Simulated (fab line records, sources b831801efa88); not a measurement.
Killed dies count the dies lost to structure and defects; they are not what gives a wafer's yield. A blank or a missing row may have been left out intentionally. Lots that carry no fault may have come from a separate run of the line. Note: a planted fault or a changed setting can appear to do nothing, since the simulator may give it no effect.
Comparing a struck lot with a sound one ; flow sfq_line ; 14 out of 325 route steps
Sound: the wafers L958.2, L958.3, L958.5. Struck: wafer L975.4 (left out: L975.2, L975.6 of the same lot, which were not struck); the cause appears at the end.
Per side, at each step with rows, come the tool, then ch with its chambers, and then its first start. Under that, the readings that differ: sound wafers ; struck wafers ; difference of the means ; sigmas: that difference in standard deviations of wafers without a fault.
alike: words and numbers the same on both sides, and readings whose means are apart by under 2 such deviations; not compared: readings that were withheld, readings missing a value for some wafer, numbers with overlapping values and no deviation given by the record, and bounds like >300 which may hide the same value.
Wherever a step has rows on one side only, a row that says differs or no value, or a row with sigmas, the two part there. Numbers that don't overlap but have no deviation are shown without sigmas and don't part them. A reading that every wafer of one side lacks parts them only if that side has two wafers or more.

first, 1 step without rows for these wafers: SFQ_TRILAYER_M4_STRIP_SOLV_CLEAN_098 (cleans in NMP, time 600 s).
SFQ_TRILAYER_I4_DEP_PECVD_099: deposits SiO2 from SiH4/N2O, time 111.11 s, target thk 500 nm.
  sound on pecvd-02 ch 0,1,2, day 45 07:36; struck on pecvd-01 ch 1, day 56 21:41
reading;sound;struck;difference;sigmas
heater_power_w (W);50 55 66;106;+49;+3
  alike: throttle_valve_pct
SFQ_TRILAYER_I4_CMP_CMP_100: polishes SiO2.
  sound on cmp-02 ch 0,1,2, day 45 08:41; struck on cmp-01 ch 3, day 57 02:48
reading;sound;struck;difference;sigmas
time_to_endpoint_s (s);216 203 209;229;+20;+2
  alike: motor_current_A
SFQ_I4_BOW_MEAS_927:
  struck on film_metro-04, day 57 05:19; sound on film_metro-03, day 45 10:42
  alike: I4_BOW
SFQ_TRILAYER_I4_METRO_MEASURE_101:
  struck on film_metro-04, day 57 05:37; sound on film_metro-03, day 45 11:00
  alike: thk_nm
then, 6 steps without rows for these wafers: SFQ_TRILAYER_I4_VIA_LITHO_COAT_108 (resist thk 62 nm); SFQ_TRILAYER_I4_VIA_LITHO_COAT_103 (resist thk 650 nm); SFQ_TRILAYER_I4_VIA_LITHO_SOFTBAKE_107; SFQ_TRILAYER_I4_VIA_LITHO_EXPOSE_104 (exposes mask I4, target cd 700 nm); SFQ_TRILAYER_I4_VIA_LITHO_PEB_106 (peb time 60 s); SFQ_TRILAYER_I4_VIA_LITHO_DEVELOP_105 (time 60 s).
-- the record jumps here: 4 days lie between the struck wafers' starts before and after --
SFQ_I4_OVL_MEAS_928:
  struck on overlay-01, day 61 09:46; sound on overlay-02, day 46 21:53
  alike: I4_OVL
SFQ_TRILAYER_I4_VIA_BARC_OPEN_VIA_ETCH_146: etches BARC in O2, target depth 125 nm, time 41.7 s.
  sound on rie_diel-01 ch 1,2,3, day 46 21:55; struck on rie_diel-02 ch 1, day 61 09:48
reading;sound;struck;difference;sigmas
oes_product_au (a.u.);0.690 0.688 0.681;0.714;+0.028;+6
run_length_s (s);70.1 70.7 70.5;67.2;-3.2;-10
  alike: drypump_motor_current_A
  not compared: rf_hours_counter_h
SFQ_TRILAYER_I4_VIA_ETCH_VIA_ETCH_106: etches SiO2 in CHF3, stops on Nb, target depth 260 nm.
  sound on rie_diel-01 ch 1,2,3, day 46 21:58; struck on rie_diel-02 ch 1, day 61 09:50
  alike: drypump_motor_current_A, oes_product_au

== WHERE THEY PART ==
Last at SFQ_TRILAYER_I4_VIA_BARC_OPEN_VIA_ETCH_146 as far as this record goes, first at SFQ_TRILAYER_I4_DEP_PECVD_099. Later steps at which nothing parts them and some readings are alike: SFQ_TRILAYER_I4_VIA_ETCH_VIA_ETCH_106.

WHY: what the simulator had put in
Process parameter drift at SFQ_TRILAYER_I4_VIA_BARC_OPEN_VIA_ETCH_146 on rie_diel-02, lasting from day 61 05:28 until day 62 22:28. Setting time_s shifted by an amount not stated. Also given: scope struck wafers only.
